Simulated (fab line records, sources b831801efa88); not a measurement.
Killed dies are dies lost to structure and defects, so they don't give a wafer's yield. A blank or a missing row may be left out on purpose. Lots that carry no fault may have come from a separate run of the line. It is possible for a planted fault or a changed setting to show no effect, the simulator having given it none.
Commonality check across tools :: flow sky130 :: 33 wafers sampled across 11 lots

== THE REASON FOR OPENING IT ==
At SKY_POLY_GATE_THK_MEAS_01 the reading POLY_GATE_CVD_00_THK is flagged on 1 of 11 lots. Fault-free wafers read 180.9 nm, with a standard deviation of 1.7.
Rule: a lot gets a flag if all its wafers with a number sit over 4 standard deviations from that mean, or if no wafer of it has a number. The rest of the lots are taken to be sound.

lot: L248
measured: day 14 21:35
on: film metro-04
POLY_GATE_CVD_00_THK (nm), wafer by wafer: 180.8 182.7 182.7
flag: 

lot: L249
measured: day 15 09:32
on: film metro-03
POLY_GATE_CVD_00_THK (nm), wafer by wafer: 178.6 179.6 180.0
flag: 

lot: L252
measured: day 15 15:00
on: film metro-01
POLY_GATE_CVD_00_THK (nm), wafer by wafer: 180.5 180.6 179.0
flag: 

lot: L254
measured: day 16 09:11
on: film metro-04
POLY_GATE_CVD_00_THK (nm), wafer by wafer: 126.8 129.1 127.8
flag: FLAGGED

lot: L266
measured: day 20 16:58
on: film metro-04
POLY_GATE_CVD_00_THK (nm), wafer by wafer: 178.2 179.1 179.4
flag: 

lot: L264
measured: day 20 16:59
on: film metro-01
POLY_GATE_CVD_00_THK (nm), wafer by wafer: 184.4 184.8 184.5
flag: 

lot: L267
measured: day 20 22:14
on: film metro-04
POLY_GATE_CVD_00_THK (nm), wafer by wafer: 178.5 179.3 180.1
flag: 

lot: L268
measured: day 21 05:20
on: film metro-04
POLY_GATE_CVD_00_THK (nm), wafer by wafer: 180.9 182.3 181.9
flag: 

lot: L269
measured: day 21 10:03
on: film metro-01
POLY_GATE_CVD_00_THK (nm), wafer by wafer: 182.8 181.8 180.8
flag: 

lot: L270
measured: day 21 18:01
on: film metro-01
POLY_GATE_CVD_00_THK (nm), wafer by wafer: 180.1 179.6 179.6
flag: 

lot: L271
measured: day 21 20:06
on: film metro-03
POLY_GATE_CVD_00_THK (nm), wafer by wafer: 176.8 177.9 177.9
flag: 
The mean of the flagged lots' numbers is 127.9 nm, -53.0 nm from the usual (-31 standard deviations).

== LOT BY LOT: THE TOOL USED ==
2 process steps preceding the reading are held in the record, out of 708 steps in the route. Each cell gives the tool, then ch followed by the chambers the sampled wafers passed through, then the start.
lot: L248
flag: 
SKY_DNWELL_STRIP_08: plasma asher-03 ch 0,1, day 3 15:52
SKY_POLY_GATE_CVD_00: lpcvd-01 ch 1, day 14 18:52

lot: L249
flag: 
SKY_DNWELL_STRIP_08: plasma asher-04 ch 0,1, day 4 01:13
SKY_POLY_GATE_CVD_00: lpcvd-01 ch 0, day 15 08:20

lot: L252
flag: 
SKY_DNWELL_STRIP_08: plasma asher-03 ch 0,1, day 4 06:26
SKY_POLY_GATE_CVD_00: lpcvd-01 ch 1, day 15 13:48

lot: L254
flag: FLAGGED
SKY_DNWELL_STRIP_08: plasma asher-01 ch 0,1, day 4 16:42
SKY_POLY_GATE_CVD_00: lpcvd-01 ch 0, day 16 07:59

lot: L266
flag: 
SKY_DNWELL_STRIP_08: plasma asher-04 ch 0,1, day 7 06:05
SKY_POLY_GATE_CVD_00: lpcvd-01 ch 0, day 20 15:10

lot: L264
flag: 
SKY_DNWELL_STRIP_08: plasma asher-04 ch 0,1, day 6 20:46
SKY_POLY_GATE_CVD_00: lpcvd-01 ch 0, day 20 15:10

lot: L267
flag: 
SKY_DNWELL_STRIP_08: plasma asher-03 ch 0,1, day 7 16:57
SKY_POLY_GATE_CVD_00: lpcvd-01 ch 1, day 20 20:26

lot: L268
flag: 
SKY_DNWELL_STRIP_08: plasma asher-03 ch 0,1, day 7 22:44
SKY_POLY_GATE_CVD_00: lpcvd-01 ch 0, day 21 04:08

lot: L269
flag: 
SKY_DNWELL_STRIP_08: plasma asher-03 ch 0,1, day 8 03:57
SKY_POLY_GATE_CVD_00: lpcvd-01 ch 1, day 21 08:50

lot: L270
flag: 
SKY_DNWELL_STRIP_08: plasma asher-03 ch 0,1, day 8 06:06
SKY_POLY_GATE_CVD_00: lpcvd-01 ch 0, day 21 16:49

lot: L271
flag: 
SKY_DNWELL_STRIP_08: plasma asher-01 ch 0,1, day 8 08:53
SKY_POLY_GATE_CVD_00: lpcvd-01 ch 1, day 21 18:54
What is done by these steps:
- SKY_DNWELL_STRIP_08: strips in O2/N2.
- SKY_POLY_GATE_CVD_00: deposits poly-Si, target thk 180 nm, time 720 s.
- SKY_POLY_GATE_THK_MEAS_01

== FLAGGED OVER TOTAL, TOOL BY TOOL (the gauges that took the reading come last) ==
step: SKY_DNWELL_STRIP_08
tool: plasma asher-01
lots run: 2
flagged: 1
share of the flagged lots: all
sound lots run after its first flagged lot: 1 (L271)

step: SKY_DNWELL_STRIP_08
tool: plasma asher-03
lots run: 6
flagged: 0
share of the flagged lots: none
sound lots run after its first flagged lot: -

step: SKY_DNWELL_STRIP_08
tool: plasma asher-04
lots run: 3
flagged: 0
share of the flagged lots: none
sound lots run after its first flagged lot: -

step: SKY_POLY_GATE_CVD_00
tool: lpcvd-01
lots run: 11
flagged: 1
share of the flagged lots: all
sound lots run after its first flagged lot: 7 (L264,L266,L267,L268,L269,L270,L271)

step: SKY_POLY_GATE_THK_MEAS_01
tool: film metro-01
lots run: 4
flagged: 0
share of the flagged lots: none
sound lots run after its first flagged lot: -

step: SKY_POLY_GATE_THK_MEAS_01
tool: film metro-03
lots run: 2
flagged: 0
share of the flagged lots: none
sound lots run after its first flagged lot: -

step: SKY_POLY_GATE_THK_MEAS_01
tool: film metro-04
lots run: 5
flagged: 1
share of the flagged lots: all
sound lots run after its first flagged lot: 3 (L266,L267,L268)

== WHAT THE TABLE ALLOWS ==
In the table, 3 rows ran each flagged lot (plasma asher-01 at SKY_DNWELL_STRIP_08; lpcvd-01 at SKY_POLY_GATE_CVD_00; film metro-04 at SKY_POLY_GATE_THK_MEAS_01).
- plasma asher-01 at SKY_DNWELL_STRIP_08 ran 2 lots, 1 of them flagged. Sound lots ran on it after the first flagged one (L271), which a lasting fault on the whole tool wouldn't allow.
- lpcvd-01 at SKY_POLY_GATE_CVD_00 ran 11 lots, 1 of them flagged. Sound lots ran on it after the first flagged one (L264, L266, L267, L268, L269, L270, L271), which a lasting fault on the whole tool wouldn't allow. Its own readings (pressure mtorr) fall more than 4 standard deviations out on all wafers of the flagged lots.
- film metro-04 at SKY_POLY_GATE_THK_MEAS_01 ran 5 lots, 1 of them flagged. Sound lots ran on it after the first flagged one (L266, L267, L268), which a lasting fault on the whole tool wouldn't allow.
There is no row in the table that ran each flagged lot and no sound lot after the first.

== WHAT THE SIMULATOR PUT IN ==
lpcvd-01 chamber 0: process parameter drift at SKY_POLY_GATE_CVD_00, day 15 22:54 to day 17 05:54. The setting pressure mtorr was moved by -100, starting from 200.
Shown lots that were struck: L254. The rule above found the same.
